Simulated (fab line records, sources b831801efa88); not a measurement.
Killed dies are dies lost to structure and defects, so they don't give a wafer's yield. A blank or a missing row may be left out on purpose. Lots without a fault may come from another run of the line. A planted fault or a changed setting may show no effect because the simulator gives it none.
A struck lot beside a sound one | flow sfq_line | 28 steps out of a route of 325
Sound: wafers L698.3, L698.4, L698.6. Struck: wafer L703.3. (L703.1, L703.6 of the same lot were not struck and are left out.) The cause comes at the end.
At each step with rows: each side's tool, then ch and its chambers, then its first start. Under that, the readings that differ: sound wafers | struck wafers | difference of the means | sigmas: that difference in standard deviations of wafers without a fault.
alike: readings whose means differ by less than 2 such deviations, and words and numbers that are the same on both sides. not compared: withheld readings, readings that some wafer has no value for, bounds like >300 that may hide the same value, and numbers for which the record gives no deviation and whose values overlap.
The two part at a step that has a row with sigmas, a row that says differs or no value, or rows on one side only. Numbers that don't overlap but have no deviation are shown without sigmas and don't part them. A reading that every wafer of one side lacks parts them only if that side has two wafers or more.

first, 6 steps without rows for these wafers: SFQ_TRILAYER_M6_LITHO_COAT_164 (resist thk 62 nm); SFQ_TRILAYER_M6_LITHO_COAT_159 (resist thk 600 nm); SFQ_TRILAYER_M6_LITHO_SOFTBAKE_163; SFQ_TRILAYER_M6_LITHO_EXPOSE_160 (exposes mask M6, target cd 500 nm); SFQ_TRILAYER_M6_LITHO_PEB_162 (peb time 60 s); SFQ_TRILAYER_M6_LITHO_DEVELOP_161 (time 60 s).
SFQ_M6_OVL_MEAS_940:
  sound on overlay-01, day 73 08:46; struck on overlay-02, day 78 00:37
  alike: M6_OVL
then, 1 step without rows for these wafers: SFQ_TRILAYER_M6_BARC_OPEN_METAL_ETCH_206 (etches BARC in O2, target depth 125 nm, time 41.7 s).
SFQ_TRILAYER_M6_ETCH_METAL_ETCH_162: etches Nb in Cl2/Ar, stops on SiO2, target depth 240 nm, time 120 s.
  sound on rie_metal-04 ch 0,1, day 73 08:53; struck on rie_metal-04 ch 1, day 78 00:43
  alike: drypump_motor_current_A, oes_product_au
  not compared: rf_hours_counter_h
SFQ_TRILAYER_M6_STRIP_STRIP_163: strips in O2.
  sound on rie_metal-04 ch 0,1, day 73 09:11; struck on rie_metal-04 ch 1, day 78 00:50
  alike: drypump_motor_current_A, oes_product_au
  not compared: rf_hours_counter_h
then, 1 step without rows for these wafers: SFQ_TRILAYER_M6_STRIP_SOLV_CLEAN_164 (cleans in NMP, time 600 s).
SFQ_TRILAYER_I6_DEP_PECVD_165: deposits SiO2 from SiH4/N2O, time 111.11 s, target thk 500 nm.
  sound on pecvd-01 ch 0,1, day 73 09:45; struck on pecvd-03 ch 2, day 78 01:37
  reading                  | sound    | struck | difference | sigmas
  heater_power_outer_w (W) | 30 29 19 | 44     | +18        | +2
  heater_power_w (W)       | 77 78 62 | 106    | +34        | +2
  alike: throttle_valve_pct
SFQ_TRILAYER_I6_CMP_CMP_166: polishes SiO2.
  sound on cmp-01 ch 1,2, day 73 11:40; struck on cmp-01 ch 0, day 78 02:12
  reading                                             | sound             | struck | difference | sigmas
  model.SiO2_of_TRILAYER_I6_DEP_PECVD_165.thk_nm (nm) | 199.2 200.6 201.8 | 218.3  | +17.8      |
  alike: edge_zone_pressure_frac, motor_current_A, time_to_endpoint_s
SFQ_I6_BOW_MEAS_941:
  sound on film_metro-03, day 73 14:42; struck on film_metro-02, day 78 04:42
  alike: I6_BOW
SFQ_TRILAYER_I6_METRO_MEASURE_167:
  sound on film_metro-03, day 73 15:11; struck on film_metro-02, day 78 04:49
  reading     | sound             | struck | difference | sigmas
  thk_nm (nm) | 199.1 200.6 201.7 | 218.1  | +17.6      | +19
then, 6 steps without rows for these wafers: SFQ_TRILAYER_I6_VIA_LITHO_COAT_174 (resist thk 62 nm); SFQ_TRILAYER_I6_VIA_LITHO_COAT_169 (resist thk 650 nm); SFQ_TRILAYER_I6_VIA_LITHO_SOFTBAKE_173; SFQ_TRILAYER_I6_VIA_LITHO_EXPOSE_170 (exposes mask I6, target cd 700 nm); SFQ_TRILAYER_I6_VIA_LITHO_PEB_172 (peb time 60 s); SFQ_TRILAYER_I6_VIA_LITHO_DEVELOP_171 (time 60 s).
-- the record jumps here: 3 days lie between the struck wafers' starts before and after --
SFQ_I6_OVL_MEAS_942:
  sound on overlay-02, day 76 22:41; struck on overlay-01, day 81 12:36
  alike: I6_OVL
SFQ_TRILAYER_I6_VIA_BARC_OPEN_VIA_ETCH_235: etches BARC in O2, target depth 125 nm, time 41.7 s.
  sound on rie_diel-02 ch 0,1,3, day 76 22:43; struck on rie_diel-03 ch 2, day 81 12:38
  alike: drypump_motor_current_A, oes_product_au
  not compared: rf_hours_counter_h
SFQ_TRILAYER_I6_VIA_ETCH_VIA_ETCH_172: etches SiO2 in CHF3, stops on Nb, target depth 260 nm.
  sound on rie_diel-02 ch 0,1,3, day 76 22:45; struck on rie_diel-03 ch 2, day 81 12:41
  reading                        | sound             | struck | difference | sigmas
  oes_product_au (a.u.)          | 0.858 0.863 0.856 | 0.893  | +0.034     | +7
  model.etch.depth_nm (nm)       | 199.2 200.6 201.8 | 218.3  | +17.8      |
  model.I6.feature_depth_nm (nm) | 199.2 200.6 201.8 | 218.3  | +17.8      |
  alike: drypump_motor_current_A
then, 2 steps without rows for these wafers: SFQ_TRILAYER_I6_VIA_STRIP_STRIP_173 (strips in O2); SFQ_TRILAYER_I6_VIA_STRIP_SOLV_CLEAN_174 (cleans in NMP, time 600 s).
SFQ_TRILAYER_M7_DEP_PRE_CLEAN_176: time 22.5 s.
  sound on pvd_sputter-05, day 76 23:38; struck on pvd_sputter-03, day 81 13:34
  reading                                             | sound             | struck | difference | sigmas
  model.SiO2_of_TRILAYER_I6_DEP_PECVD_165.thk_nm (nm) | 191.7 193.1 194.3 | 210.8  | +17.8      |
SFQ_TRILAYER_M7_DEP_SPUTTER_175: material Nb, target thk 200 nm, time 133.3 s.
  sound on pvd_sputter-05, day 76 23:40; struck on pvd_sputter-03, day 81 13:35
  alike: cathode_dc_power_W, throttle_valve_pct

WHERE THEY PART
First at SFQ_TRILAYER_I6_DEP_PECVD_165; last, within this record, at SFQ_TRILAYER_I6_VIA_ETCH_VIA_ETCH_172. Later steps at which nothing parts them and some readings are alike: SFQ_TRILAYER_M7_DEP_SPUTTER_175.

WHY: what the simulator had put in
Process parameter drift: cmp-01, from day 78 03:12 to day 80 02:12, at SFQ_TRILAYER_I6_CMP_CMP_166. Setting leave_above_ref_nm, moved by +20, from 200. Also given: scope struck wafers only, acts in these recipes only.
